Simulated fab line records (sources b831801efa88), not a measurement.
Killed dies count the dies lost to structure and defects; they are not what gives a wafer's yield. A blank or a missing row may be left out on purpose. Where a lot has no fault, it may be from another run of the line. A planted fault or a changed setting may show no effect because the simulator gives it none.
Split-lot study :: flow sfq_line :: 5 lots, 23 wafers read, on a route of 325 steps

## THE SPLIT ITSELF
At SFQ_TRILAYER_I6_CMP_CMP_166 (polishes SiO2), the setting leave_above_ref_nm was moved away from the recipe's 200 nm on 7 of the 23 wafers read, by -2.9% to +4.9%. This setting was run at the recipe's value on the other wafers.

## FROM THE SPLIT TO THE READING: what the file shows between them, 3 steps
- SFQ_TRILAYER_I6_METRO_MEASURE_167
- SFQ_TRILAYER_I6_VIA_LITHO_EXPOSE_170: exposes mask I6, target cd 700 nm (also split here: dose_mj)
- SFQ_TRILAYER_I6_VIA_BARC_OPEN_VIA_ETCH_235: etches BARC in O2, target depth 125 nm, time 41.7 s (also split here: time_s)

## THE READING
oes_product_au, in a.u., at SFQ_TRILAYER_I6_VIA_ETCH_VIA_ETCH_172 (etches SiO2 in CHF3, stops on Nb, target depth 260 nm). A value of 0.855 a.u. with a standard deviation of 0.0051 a.u. is what fault-free wafers of this fab line usually give.

wafer: L080.2
tool, chamber at the split: cmp-01, 2
leave_above_ref_nm as run, nm: 200
against the recipe: recipe
oes_product_au, a.u.: 0.854
against lot-mates on the recipe: -

wafer: L080.3
tool, chamber at the split: cmp-01, 0
leave_above_ref_nm as run, nm: 200
against the recipe: recipe
oes_product_au, a.u.: 0.853
against lot-mates on the recipe: -

wafer: L080.4
tool, chamber at the split: cmp-01, 1
leave_above_ref_nm as run, nm: 200
against the recipe: recipe
oes_product_au, a.u.: 0.850
against lot-mates on the recipe: -

wafer: L080.5
tool, chamber at the split: cmp-01, 0
leave_above_ref_nm as run, nm: 200
against the recipe: recipe
oes_product_au, a.u.: 0.856
against lot-mates on the recipe: -

wafer: L080.6
tool, chamber at the split: cmp-01, 1
leave_above_ref_nm as run, nm: 200
against the recipe: recipe
oes_product_au, a.u.: 0.859
against lot-mates on the recipe: -

wafer: L081.1
tool, chamber at the split: cmp-02, 1,3
leave_above_ref_nm as run, nm: 200
against the recipe: recipe
oes_product_au, a.u.: 0.858
against lot-mates on the recipe: -

wafer: L081.2
tool, chamber at the split: cmp-02, 2
leave_above_ref_nm as run, nm: 200
against the recipe: recipe
oes_product_au, a.u.: 0.860
against lot-mates on the recipe: -

wafer: L081.3
tool, chamber at the split: cmp-02, 1,3
leave_above_ref_nm as run, nm: 200
against the recipe: recipe
oes_product_au, a.u.: 0.855
against lot-mates on the recipe: -

wafer: L082.1
tool, chamber at the split: cmp-02, 3
leave_above_ref_nm as run, nm: 200
against the recipe: recipe
oes_product_au, a.u.: 0.863
against lot-mates on the recipe: -

wafer: L082.2
tool, chamber at the split: cmp-02, 2
leave_above_ref_nm as run, nm: 200
against the recipe: recipe
oes_product_au, a.u.: 0.855
against lot-mates on the recipe: -

wafer: L082.3
tool, chamber at the split: cmp-02, 0
leave_above_ref_nm as run, nm: 207.3
against the recipe: +3.6%
oes_product_au, a.u.: 0.873
against lot-mates on the recipe: +0.011

wafer: L082.4
tool, chamber at the split: cmp-02, 1
leave_above_ref_nm as run, nm: 207.3
against the recipe: +3.6%
oes_product_au, a.u.: 0.873
against lot-mates on the recipe: +0.011

wafer: L082.5
tool, chamber at the split: cmp-02, 3
leave_above_ref_nm as run, nm: 200
against the recipe: recipe
oes_product_au, a.u.: 0.867
against lot-mates on the recipe: -

wafer: L084.1
tool, chamber at the split: cmp-01, 1
leave_above_ref_nm as run, nm: 209.8
against the recipe: +4.9%
oes_product_au, a.u.: 0.887
against lot-mates on the recipe: +0.034

wafer: L084.2
tool, chamber at the split: cmp-01, 3
leave_above_ref_nm as run, nm: 200
against the recipe: recipe
oes_product_au, a.u.: 0.854
against lot-mates on the recipe: -

wafer: L084.4
tool, chamber at the split: cmp-01, 0
leave_above_ref_nm as run, nm: 200
against the recipe: recipe
oes_product_au, a.u.: 0.851
against lot-mates on the recipe: -

wafer: L084.5
tool, chamber at the split: cmp-01, 1
leave_above_ref_nm as run, nm: 209.8
against the recipe: +4.9%
oes_product_au, a.u.: 0.878
against lot-mates on the recipe: +0.025

wafer: L084.6
tool, chamber at the split: cmp-01, 0
leave_above_ref_nm as run, nm: 209.8
against the recipe: +4.9%
oes_product_au, a.u.: 0.881
against lot-mates on the recipe: +0.028

wafer: L085.1
tool, chamber at the split: cmp-02, 2
leave_above_ref_nm as run, nm: 200
against the recipe: recipe
oes_product_au, a.u.: 0.850
against lot-mates on the recipe: -

wafer: L085.2
tool, chamber at the split: cmp-02, 0
leave_above_ref_nm as run, nm: 200
against the recipe: recipe
oes_product_au, a.u.: 0.858
against lot-mates on the recipe: -

wafer: L085.3
tool, chamber at the split: cmp-02, 3
leave_above_ref_nm as run, nm: 194.2
against the recipe: -2.9%
oes_product_au, a.u.: 0.845
against lot-mates on the recipe: -0.010

wafer: L085.5
tool, chamber at the split: cmp-02, 0
leave_above_ref_nm as run, nm: 194.2
against the recipe: -2.9%
oes_product_au, a.u.: 0.843
against lot-mates on the recipe: -0.012

wafer: L085.6
tool, chamber at the split: cmp-02, 3
leave_above_ref_nm as run, nm: 200
against the recipe: recipe
oes_product_au, a.u.: 0.856
against lot-mates on the recipe: -
Where a row lists several chambers, the file gives one row for several wafers and doesn't say which wafer went through which chamber.

FIT RESULTS
A straight line over all 23 wafers: oes_product_au changes by +0.00492 a.u. for each +1% of leave_above_ref_nm; r = +0.93; the points scatter about the line by 0.0043 a.u.
The same after taking each lot's own level away (the mean of its wafers on the recipe; 23 wafers): +0.00495 a.u. for each +1%; r = +0.93; scatter 0.0044 a.u.
That fit puts the effect of the largest move of leave_above_ref_nm on the reading at 0.024 a.u.
The lots' own levels span 0.8525 to 0.8617 a.u., that is 1.8 times the standard deviation above.
Hence the lot-to-lot level has little effect on the slope; both slopes agree.
Check: with one of the wafers moved furthest among these (+4.9%) left out of the fit, the line predicts +0.022 a.u. for it against its lot-mates. It came out at +0.0345 a.u. against them.

## ADDITIONAL SPLITS CARRIED BY THESE WAFERS
Other splits were also applied to these wafers ahead of the reading. Each is held against what the fit with the lots' levels taken away leaves over:
other split on the same wafers: SFQ_TRILAYER_C5_LITHO_COAT_151 spin_rpm
wafers away from the commonest value: 8
r with oes_product_au (lot level and that fit taken away): -0.02

other split on the same wafers: SFQ_TRILAYER_M6_LITHO_COAT_159 resist_thk_nm
wafers away from the commonest value: 9
r with oes_product_au (lot level and that fit taken away): -0.08

other split on the same wafers: SFQ_TRILAYER_M6_BARC_OPEN_METAL_ETCH_206 icp_w
wafers away from the commonest value: 7
r with oes_product_au (lot level and that fit taken away): -0.47

other split on the same wafers: SFQ_TRILAYER_I6_VIA_LITHO_EXPOSE_170 dose_mj
wafers away from the commonest value: 4
r with oes_product_au (lot level and that fit taken away): +0.00

other split on the same wafers: SFQ_TRILAYER_I6_VIA_BARC_OPEN_VIA_ETCH_235 time_s
wafers away from the commonest value: 8
r with oes_product_au (lot level and that fit taken away): -0.06

## THE WHOLE CHAIN: every reading that the file lists as answering this split, in the file's order
step: SFQ_TRILAYER_I6_CMP_CMP_166
what it does: polishes SiO2
reading: SiO2_of_TRILAYER_I6_DEP_PECVD_165.thk_nm (the simulator's own value, which no gauge read)
change (the file's fit): +2 nm for each +1% of the setting
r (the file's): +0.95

step: SFQ_TRILAYER_I6_METRO_MEASURE_167
what it does: 
reading: thk_nm
change (the file's fit): +1.98 nm for each +1% of the setting
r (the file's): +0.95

step: SFQ_TRILAYER_I6_VIA_ETCH_VIA_ETCH_172
what it does: etches SiO2 in CHF3, stops on Nb, target depth 260 nm
reading: oes_product_au
change (the file's fit): +0.00467 a.u. for each +1% of the setting
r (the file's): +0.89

step: SFQ_TRILAYER_I6_VIA_ETCH_VIA_ETCH_172
what it does: etches SiO2 in CHF3, stops on Nb, target depth 260 nm
reading: I6.feature_depth_nm (the simulator's own value, which no gauge read)
change (the file's fit): +2 nm for each +1% of the setting
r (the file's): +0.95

step: SFQ_TRILAYER_M7_ETCH_METAL_ETCH_180
what it does: etches Nb in Cl2/Ar, stops on SiO2, target depth 240 nm, time 120 s
reading: SiO2_of_TRILAYER_I6_DEP_PECVD_165.thk_nm (the simulator's own value, which no gauge read)
change (the file's fit): +1.86 nm for each +1% of the setting
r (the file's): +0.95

## THE FILE'S OWN FIT
oes_product_au changes by +0.00467 a.u. for each +1% of leave_above_ref_nm, r = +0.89.
